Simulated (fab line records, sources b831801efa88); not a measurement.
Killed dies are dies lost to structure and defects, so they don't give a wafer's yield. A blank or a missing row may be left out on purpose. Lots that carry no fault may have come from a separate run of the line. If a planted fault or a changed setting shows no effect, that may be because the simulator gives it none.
Which tool did it? / flow gf180mcu / 13 lots, 39 wafers sampled, at 5 steps of a route of 602

WHAT EACH GAUGE READ, for each wafer
GF_SALICIDE_RS_MEAS_04: uses a four-point probe to measure.
lot=L852; measured=day 15 01:22; on=film_metro-04; SALICIDE_TIN_RS (ohm/sq)=16.15 15.91 15.98
lot=L853; measured=day 15 06:37; on=film_metro-01; SALICIDE_TIN_RS (ohm/sq)=16.10 15.99 15.97
lot=L854; measured=day 15 20:39; on=film_metro-01; SALICIDE_TIN_RS (ohm/sq)=8.47 8.39 8.57 8.47 8.42 8.57
lot=L855; measured=day 16 06:05; on=film_metro-01; SALICIDE_TIN_RS (ohm/sq)=16.15 15.95 16.12
lot=L861; measured=day 18 11:04; on=film_metro-01; SALICIDE_TIN_RS (ohm/sq)=8.29 8.37 8.47 8.30 8.37 8.44
lot=L863; measured=day 19 05:25; on=film_metro-04; SALICIDE_TIN_RS (ohm/sq)=16.32 16.27 16.48
lot=L867; measured=day 20 14:38; on=film_metro-01; SALICIDE_TIN_RS (ohm/sq)=16.18 16.31 16.08
lot=L868; measured=day 20 23:19; on=film_metro-04; SALICIDE_TIN_RS (ohm/sq)=16.61 16.73 16.62
lot=L869; measured=day 21 06:10; on=film_metro-02; SALICIDE_TIN_RS (ohm/sq)=16.49 16.37 16.65
lot=L870; measured=day 21 13:16; on=film_metro-01; SALICIDE_TIN_RS (ohm/sq)=16.23 15.90 16.19
lot=L871; measured=day 21 20:25; on=film_metro-01; SALICIDE_TIN_RS (ohm/sq)=15.76 16.05 16.10
lot=L872; measured=day 22 06:29; on=film_metro-02; SALICIDE_TIN_RS (ohm/sq)=16.64 16.59 16.24
lot=L874; measured=day 23 00:31; on=film_metro-04; SALICIDE_TIN_RS (ohm/sq)=16.07 16.09 16.52

GF_CONTACT_THK_MEAS_01.
lot=L852; measured=day 15 01:53; on=film_metro-03; CONTACT_CVD_00_THK (nm)=301.5 295.8 298.3
lot=L853; measured=day 15 07:08; on=film_metro-02; CONTACT_CVD_00_THK (nm)=304.9 299.6 304.2
lot=L854; measured=day 15 23:16; on=film_metro-02; CONTACT_CVD_00_THK (nm)=296.0 295.0 298.1
lot=L855; measured=day 16 06:40; on=film_metro-04; CONTACT_CVD_00_THK (nm)=300.4 299.7 302.8
lot=L861; measured=day 18 16:22; on=film_metro-04; CONTACT_CVD_00_THK (nm)=298.6 299.4 299.3
lot=L863; measured=day 19 05:55; on=film_metro-02; CONTACT_CVD_00_THK (nm)=299.1 301.6 301.2
lot=L867; measured=day 20 15:09; on=film_metro-04; CONTACT_CVD_00_THK (nm)=298.7 299.2 297.1
lot=L868; measured=day 20 23:49; on=film_metro-04; CONTACT_CVD_00_THK (nm)=300.6 298.8 295.9
lot=L869; measured=day 21 06:46; on=film_metro-02; CONTACT_CVD_00_THK (nm)=304.0 303.1 301.8
lot=L870; measured=day 21 13:46; on=film_metro-02; CONTACT_CVD_00_THK (nm)=304.1 306.3 305.1
lot=L871; measured=day 21 20:55; on=film_metro-03; CONTACT_CVD_00_THK (nm)=300.7 301.6 301.1
lot=L872; measured=day 22 06:59; on=film_metro-04; CONTACT_CVD_00_THK (nm)=298.6 297.0 299.3
lot=L874; measured=day 23 01:01; on=film_metro-04; CONTACT_CVD_00_THK (nm)=300.0 298.6 303.4

WHAT TOOL EACH LOT RAN ON (gives the tool, then ch and the chambers of the sampled wafers, and finally the start)
lot=L852; GF_SALICIDE_SPUTTER_02=pvd_sputter-04, day 15 01:19; GF_SALICIDE_RTA_06=rtp_anneal-01 ch 0, day 15 01:33; GF_SALICIDE_RTA_08=rtp_anneal-02 ch 0, day 15 01:44
lot=L853; GF_SALICIDE_SPUTTER_02=pvd_sputter-04, day 15 06:34; GF_SALICIDE_RTA_06=rtp_anneal-01 ch 0, day 15 06:47; GF_SALICIDE_RTA_08=rtp_anneal-02 ch 0, day 15 06:59
lot=L854; GF_SALICIDE_SPUTTER_02=pvd_sputter-02, day 15 20:24; GF_SALICIDE_RTA_06=rtp_anneal-01 ch 0, day 15 22:53; GF_SALICIDE_RTA_08=rtp_anneal-02 ch 0, day 15 23:05
lot=L855; GF_SALICIDE_SPUTTER_02=pvd_sputter-02, day 16 06:00; GF_SALICIDE_RTA_06=rtp_anneal-01 ch 0, day 16 06:15; GF_SALICIDE_RTA_08=rtp_anneal-02 ch 0, day 16 06:27
lot=L861; GF_SALICIDE_SPUTTER_02=pvd_sputter-04, day 18 10:40; GF_SALICIDE_RTA_06=rtp_anneal-01 ch 0, day 18 16:02; GF_SALICIDE_RTA_08=rtp_anneal-02 ch 0, day 18 16:14
lot=L863; GF_SALICIDE_SPUTTER_02=pvd_sputter-01, day 19 05:20; GF_SALICIDE_RTA_06=rtp_anneal-01 ch 0, day 19 05:35; GF_SALICIDE_RTA_08=rtp_anneal-02 ch 0, day 19 05:47
lot=L867; GF_SALICIDE_SPUTTER_02=pvd_sputter-01, day 20 14:35; GF_SALICIDE_RTA_06=rtp_anneal-02 ch 0, day 20 14:49; GF_SALICIDE_RTA_08=rtp_anneal-01 ch 0, day 20 15:00
lot=L868; GF_SALICIDE_SPUTTER_02=pvd_sputter-01, day 20 23:15; GF_SALICIDE_RTA_06=rtp_anneal-01 ch 0, day 20 23:29; GF_SALICIDE_RTA_08=rtp_anneal-02 ch 0, day 20 23:41
lot=L869; GF_SALICIDE_SPUTTER_02=pvd_sputter-01, day 21 06:06; GF_SALICIDE_RTA_06=rtp_anneal-02 ch 0, day 21 06:21; GF_SALICIDE_RTA_08=rtp_anneal-01 ch 0, day 21 06:38
lot=L870; GF_SALICIDE_SPUTTER_02=pvd_sputter-01, day 21 13:11; GF_SALICIDE_RTA_06=rtp_anneal-02 ch 0, day 21 13:26; GF_SALICIDE_RTA_08=rtp_anneal-01 ch 0, day 21 13:38
lot=L871; GF_SALICIDE_SPUTTER_02=pvd_sputter-04, day 21 20:20; GF_SALICIDE_RTA_06=rtp_anneal-02 ch 0, day 21 20:35; GF_SALICIDE_RTA_08=rtp_anneal-02 ch 0, day 21 20:47
lot=L872; GF_SALICIDE_SPUTTER_02=pvd_sputter-02, day 22 06:23; GF_SALICIDE_RTA_06=rtp_anneal-02 ch 0, day 22 06:40; GF_SALICIDE_RTA_08=rtp_anneal-01 ch 0, day 22 06:52
lot=L874; GF_SALICIDE_SPUTTER_02=pvd_sputter-02, day 23 00:26; GF_SALICIDE_RTA_06=rtp_anneal-01 ch 0, day 23 00:41; GF_SALICIDE_RTA_08=rtp_anneal-02 ch 0, day 23 00:52
- GF_SALICIDE_SPUTTER_02: material Co, target thk 10 nm, time 20 s.
- GF_SALICIDE_RTA_06: time 30 s.
- GF_SALICIDE_RTA_08: time 30 s.

WHAT THE TOOLS THEMSELVES READ (means of the sampled wafers that have a number; where no wafer has one, the mark that the record gives instead)
GF_SALICIDE_SPUTTER_02.
lot=L852; tool=pvd_sputter-04; throttle_valve_pct (%)=29.9
lot=L853; tool=pvd_sputter-04; throttle_valve_pct (%)=30.0
lot=L854; tool=pvd_sputter-02; throttle_valve_pct (%)=28.9
lot=L855; tool=pvd_sputter-02; throttle_valve_pct (%)=29.3
lot=L861; tool=pvd_sputter-04; throttle_valve_pct (%)=30.6
lot=L863; tool=pvd_sputter-01; throttle_valve_pct (%)=29.3
lot=L867; tool=pvd_sputter-01; throttle_valve_pct (%)=29.9
lot=L868; tool=pvd_sputter-01; throttle_valve_pct (%)=29.8
lot=L869; tool=pvd_sputter-01; throttle_valve_pct (%)=29.3
lot=L870; tool=pvd_sputter-01; throttle_valve_pct (%)=29.3
lot=L871; tool=pvd_sputter-04; throttle_valve_pct (%)=30.0
lot=L872; tool=pvd_sputter-02; throttle_valve_pct (%)=29.2
lot=L874; tool=pvd_sputter-02; throttle_valve_pct (%)=29.3

GF_SALICIDE_RTA_06.
lot=L852; tool=rtp_anneal-01; lamp_power_pct (%)=5.79; wafer_temp_C_max=533.0
lot=L853; tool=rtp_anneal-01; lamp_power_pct (%)=5.80; wafer_temp_C_max=533.4
lot=L854; tool=rtp_anneal-01; lamp_power_pct (%)=5.80; wafer_temp_C_max=533.0
lot=L855; tool=rtp_anneal-01; lamp_power_pct (%)=5.80; wafer_temp_C_max=532.9
lot=L861; tool=rtp_anneal-01; lamp_power_pct (%)=5.80; wafer_temp_C_max=533.2
lot=L863; tool=rtp_anneal-01; lamp_power_pct (%)=5.80; wafer_temp_C_max=533.1
lot=L867; tool=rtp_anneal-02; lamp_power_pct (%)=5.47; wafer_temp_C_max=533.1
lot=L868; tool=rtp_anneal-01; lamp_power_pct (%)=5.80; wafer_temp_C_max=533.7
lot=L869; tool=rtp_anneal-02; lamp_power_pct (%)=5.47; wafer_temp_C_max=533.5
lot=L870; tool=rtp_anneal-02; lamp_power_pct (%)=5.47; wafer_temp_C_max=533.1
lot=L871; tool=rtp_anneal-02; lamp_power_pct (%)=5.47; wafer_temp_C_max=532.9
lot=L872; tool=rtp_anneal-02; lamp_power_pct (%)=5.48; wafer_temp_C_max=533.1
lot=L874; tool=rtp_anneal-01; lamp_power_pct (%)=5.81; wafer_temp_C_max=533.5

GF_SALICIDE_RTA_08.
lot=L852; tool=rtp_anneal-02; lamp_power_pct (%)=15.2; wafer_temp_C_max=804.8
lot=L853; tool=rtp_anneal-02; lamp_power_pct (%)=15.2; wafer_temp_C_max=804.3
lot=L854; tool=rtp_anneal-02; lamp_power_pct (%)=15.2; wafer_temp_C_max=804.8
lot=L855; tool=rtp_anneal-02; lamp_power_pct (%)=15.2; wafer_temp_C_max=804.4
lot=L861; tool=rtp_anneal-02; lamp_power_pct (%)=15.2; wafer_temp_C_max=804.6
lot=L863; tool=rtp_anneal-02; lamp_power_pct (%)=15.2; wafer_temp_C_max=803.9
lot=L867; tool=rtp_anneal-01; lamp_power_pct (%)=16.1; wafer_temp_C_max=804.2
lot=L868; tool=rtp_anneal-02; lamp_power_pct (%)=15.2; wafer_temp_C_max=804.7
lot=L869; tool=rtp_anneal-01; lamp_power_pct (%)=16.1; wafer_temp_C_max=803.7
lot=L870; tool=rtp_anneal-01; lamp_power_pct (%)=16.1; wafer_temp_C_max=804.4
lot=L871; tool=rtp_anneal-02; lamp_power_pct (%)=15.2; wafer_temp_C_max=804.8
lot=L872; tool=rtp_anneal-01; lamp_power_pct (%)=16.1; wafer_temp_C_max=804.8
lot=L874; tool=rtp_anneal-02; lamp_power_pct (%)=15.2; wafer_temp_C_max=805.4

THE ANSWER, worked out from the rows above alone
Rule: what is usual is taken from the lots themselves. Put in order of their means at a reading, lots are off if they are a third of the lots or fewer, leave a main group of 4 or more, and stand apart from it by a gap of 3 or more times the standard deviation of the main group's means; of several such gaps the widest counts. Not used: any main group whose means are identical at the precision the tables above print for the reading. Also off: a lot with no number at a reading for which 4 or more lots have one. All remaining lots with rows at the step are treated as sound. First the gauges in route order, then the tools' own readings, where a lot's mean is used as printed above. At the first step where some lot is off, the reading lying furthest off is the one used; lots without a number count as furthest.
Off: L854, L861, at GF_SALICIDE_RS_MEAS_04 (SALICIDE_TIN_RS). The main group has a mean of 16.24 ohm/sq with a standard deviation of 0.22.
A tool fits if, at a process step before that reading, it ran every lot that is off, and no sound lot after the first of them. The gauges at GF_SALICIDE_RS_MEAS_04 are tried like those tools. Not one of the candidates tried fits.

WHAT THE SIMULATOR HAD PUT IN
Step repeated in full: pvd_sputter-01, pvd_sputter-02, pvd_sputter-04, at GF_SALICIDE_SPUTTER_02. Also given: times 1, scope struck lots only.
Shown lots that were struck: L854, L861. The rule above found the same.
